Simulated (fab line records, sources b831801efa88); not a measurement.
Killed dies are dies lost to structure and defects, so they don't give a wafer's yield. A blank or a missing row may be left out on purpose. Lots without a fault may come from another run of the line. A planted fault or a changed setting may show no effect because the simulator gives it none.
Which tool did it? | flow sky130 | 24 lots, 72 wafers sampled, at 3 steps of a route of 708

WHAT THE GAUGES READ, wafer by wafer
SKY_VIA2_CD_MEAS_12: target cd 200 nm.
lot  | measured     | on        | cd_nm (nm)
L074 | day 36 01:44 | cd_sem-02 | 199.6 199.5 200.1
L075 | day 36 16:02 | cd_sem-01 | 199.6 199.3 199.0
L076 | day 37 10:29 | cd_sem-02 | 200.0 200.9 200.0
L077 | day 37 18:55 | cd_sem-01 | 196.6 198.0 198.4
L079 | day 37 23:28 | cd_sem-02 | 200.8 200.6 199.4
L078 | day 38 06:31 | cd_sem-01 | 201.3 201.1 201.0
L080 | day 38 10:30 | cd_sem-01 | 198.9 197.9 198.5
L081 | day 38 23:25 | cd_sem-02 | 201.0 200.5 201.6
L082 | day 38 23:46 | cd_sem-01 | 199.7 199.9 200.2
L083 | day 39 01:13 | cd_sem-01 | 199.4 198.3 198.3
L084 | day 39 11:45 | cd_sem-01 | 198.8 199.3 199.8
L085 | day 39 21:55 | cd_sem-01 | 200.9 200.7 200.7
L086 | day 40 03:20 | cd_sem-02 | 200.4 201.2 199.1
L087 | day 40 12:04 | cd_sem-01 | 199.0 199.4 200.0
L089 | day 40 20:01 | cd_sem-01 | 200.0 199.5 200.9
L088 | day 40 23:00 | cd_sem-02 | 201.2 200.1 201.2
L090 | day 41 08:14 | cd_sem-01 | 201.8 201.4 201.3
L091 | day 41 15:14 | cd_sem-01 | 201.8 204.1 203.9
L092 | day 41 18:05 | cd_sem-02 | 202.0 202.2 201.0
L093 | day 42 01:19 | cd_sem-01 | 201.2 201.7 200.8
L094 | day 42 11:21 | cd_sem-01 | 198.2 198.6 198.1
L095 | day 42 11:40 | cd_sem-01 | 199.3 198.8 199.3
L096 | day 42 17:11 | cd_sem-01 | 199.1 200.0 199.8
L097 | day 43 03:15 | cd_sem-01 | 200.4 200.2 199.9

WHICH TOOL RAN EACH LOT (tool, then ch and the chambers of the sampled wafers, then the start)
lot  | SKY_LOCAL_INTERCONNECT_STRIP_15      | SKY_METAL1_DESCUM_17
L074 | plasma_asher-03 ch 0,1, day 30 05:09 | rie_metal-02 ch 0, day 32 14:37
L075 | plasma_asher-02 ch 0,1, day 30 18:04 | rie_metal-01 ch 0,1, day 33 05:10
L076 | plasma_asher-02 ch 0,1, day 31 14:34 | rie_metal-02 ch 0, day 33 23:23
L077 | plasma_asher-03 ch 0,1, day 32 00:01 | rie_metal-02 ch 0, day 34 09:18
L079 | plasma_asher-04 ch 0,1, day 32 04:31 | rie_metal-03 ch 0,1, day 34 13:19
L078 | plasma_asher-02 ch 0,1, day 32 11:14 | rie_metal-01 ch 0,1, day 34 19:58
L080 | plasma_asher-04 ch 0,1, day 32 16:41 | rie_metal-01 ch 0,1, day 35 00:58
L081 | plasma_asher-04 ch 0,1, day 33 05:28 | rie_metal-03 ch 0,1, day 35 13:25
L082 | plasma_asher-02 ch 0,1, day 33 07:22 | rie_metal-02 ch 0, day 35 15:10
L083 | plasma_asher-02 ch 0,1, day 33 10:34 | rie_metal-01 ch 0,1, day 35 16:28
L084 | plasma_asher-02 ch 0,1, day 33 19:50 | rie_metal-02 ch 0, day 36 02:26
L085 | plasma_asher-04 ch 0,1, day 34 05:10 | rie_metal-03 ch 0,1, day 36 12:43
L086 | plasma_asher-03 ch 0,1, day 34 12:30 | rie_metal-02 ch 0,1, day 36 19:01
L087 | plasma_asher-03 ch 0,1, day 34 20:26 | rie_metal-01 ch 0,1, day 37 04:31
L089 | plasma_asher-04 ch 0,1, day 35 07:30 | rie_metal-01 ch 0,1, day 37 14:37
L088 | plasma_asher-03 ch 0,1, day 35 07:47 | rie_metal-02 ch 0,1, day 37 15:16
L090 | plasma_asher-04 ch 0,1, day 35 19:22 | rie_metal-02 ch 0,1, day 38 01:43
L091 | plasma_asher-02 ch 0,1, day 36 01:37 | rie_metal-02 ch 0,1, day 38 08:53
L092 | plasma_asher-02 ch 0,1, day 36 05:28 | rie_metal-02 ch 1, day 38 11:43
L093 | plasma_asher-04 ch 0,1, day 36 13:11 | rie_metal-01 ch 0,1, day 38 19:50
L094 | plasma_asher-03 ch 0,1, day 36 20:58 | rie_metal-01 ch 0,1, day 39 03:52
L095 | plasma_asher-04 ch 0,1, day 36 22:50 | rie_metal-01 ch 0,1, day 39 05:13
L096 | plasma_asher-04 ch 0,1, day 37 08:04 | rie_metal-03 ch 0,1, day 39 13:07
L097 | plasma_asher-04 ch 0,1, day 37 17:38 | rie_metal-01 ch 0,1, day 39 22:47
- SKY_LOCAL_INTERCONNECT_STRIP_15: strips in O2/N2.
- SKY_METAL1_DESCUM_17: chemistry O2, time 8 s.

WHAT THE TOOLS THEMSELVES READ (means of the sampled wafers that have a number; where no wafer has one, the mark that the record gives instead)
SKY_LOCAL_INTERCONNECT_STRIP_15.
lot  | tool            | drypump_motor_current_A (A) | oes_product_au (a.u.) | strip_time_to_endpoint_s (s)
L074 | plasma_asher-03 | 5.7                         | 0.428                 | 4.737
L075 | plasma_asher-02 | 5.6                         | 0.426                 | 4.757
L076 | plasma_asher-02 | 5.5                         | 0.427                 | 4.716
L077 | plasma_asher-03 | 5.6                         | 0.423                 | 4.748
L079 | plasma_asher-04 | 5.2                         | 0.425                 | 4.719
L078 | plasma_asher-02 | 5.8                         | 0.425                 | 4.715
L080 | plasma_asher-04 | 5.2                         | 0.427                 | 4.734
L081 | plasma_asher-04 | 5.2                         | 0.423                 | 4.726
L082 | plasma_asher-02 | 5.8                         | 0.425                 | 4.735
L083 | plasma_asher-02 | 5.8                         | 0.425                 | 4.705
L084 | plasma_asher-02 | 5.5                         | 0.425                 | 4.747
L085 | plasma_asher-04 | 5.3                         | 0.426                 | 4.738
L086 | plasma_asher-03 | 5.7                         | 0.429                 | 4.737
L087 | plasma_asher-03 | 5.7                         | 0.430                 | 4.739
L089 | plasma_asher-04 | 5.2                         | 0.427                 | 4.719
L088 | plasma_asher-03 | 5.6                         | 0.424                 | 4.745
L090 | plasma_asher-04 | 5.2                         | 0.430                 | 4.722
L091 | plasma_asher-02 | 5.5                         | 0.431                 | 4.726
L092 | plasma_asher-02 | 5.8                         | 0.427                 | 4.747
L093 | plasma_asher-04 | 5.3                         | 0.427                 | 4.720
L094 | plasma_asher-03 | 5.7                         | 0.427                 | 4.726
L095 | plasma_asher-04 | 5.2                         | 0.432                 | 4.738
L096 | plasma_asher-04 | 5.3                         | 0.428                 | 4.735
L097 | plasma_asher-04 | 5.2                         | 0.430                 | 4.707

SKY_METAL1_DESCUM_17.
lot  | tool         | drypump_motor_current_A (A) | oes_product_au (a.u.)
L074 | rie_metal-02 | 5.7                         | 1.001
L075 | rie_metal-01 | 6.4                         | 0.993
L076 | rie_metal-02 | 5.8                         | 0.996
L077 | rie_metal-02 | 5.8                         | 1.002
L079 | rie_metal-03 | 5.3                         | 1.006
L078 | rie_metal-01 | 6.4                         | 1.000
L080 | rie_metal-01 | 6.3                         | 0.999
L081 | rie_metal-03 | 5.2                         | 0.990
L082 | rie_metal-02 | 5.8                         | 0.995
L083 | rie_metal-01 | 6.4                         | 0.991
L084 | rie_metal-02 | 5.8                         | 0.996
L085 | rie_metal-03 | 5.3                         | 1.010
L086 | rie_metal-02 | 5.5                         | 0.995
L087 | rie_metal-01 | 6.3                         | 0.997
L089 | rie_metal-01 | 6.4                         | 0.990
L088 | rie_metal-02 | 5.5                         | 0.998
L090 | rie_metal-02 | 5.4                         | 0.999
L091 | rie_metal-02 | 5.5                         | 1.001
L092 | rie_metal-02 | 4.9                         | 0.991
L093 | rie_metal-01 | 6.3                         | 0.990
L094 | rie_metal-01 | 6.4                         | 0.993
L095 | rie_metal-01 | 6.4                         | 0.990
L096 | rie_metal-03 | 5.2                         | 1.000
L097 | rie_metal-01 | 6.3                         | 0.985

THE ANSWER, worked out from the rows above alone
Rule: what is usual is taken from the lots themselves. Put in order of their means at a reading, lots are off if they are a third of the lots or fewer, leave a main group of 4 or more, and stand apart from it by a gap of 3 or more times the standard deviation of the main group's means; of several such gaps the widest counts. A main group whose means are all the same, to the digits that the tables above print for the reading, isn't used. A lot without any number at a reading at which 4 lots or more have one is off too. The other lots that the step has rows for count as sound. The gauges are gone through in route order, then the tools' own readings, and for those a lot's mean is taken as printed above. The first step at which some lot is off is used, and at that step the reading that is off furthest; a lot without a number counts as furthest.
No lot is off at any reading shown: from this, nothing can be told.

WHAT THE SIMULATOR HAD PUT IN
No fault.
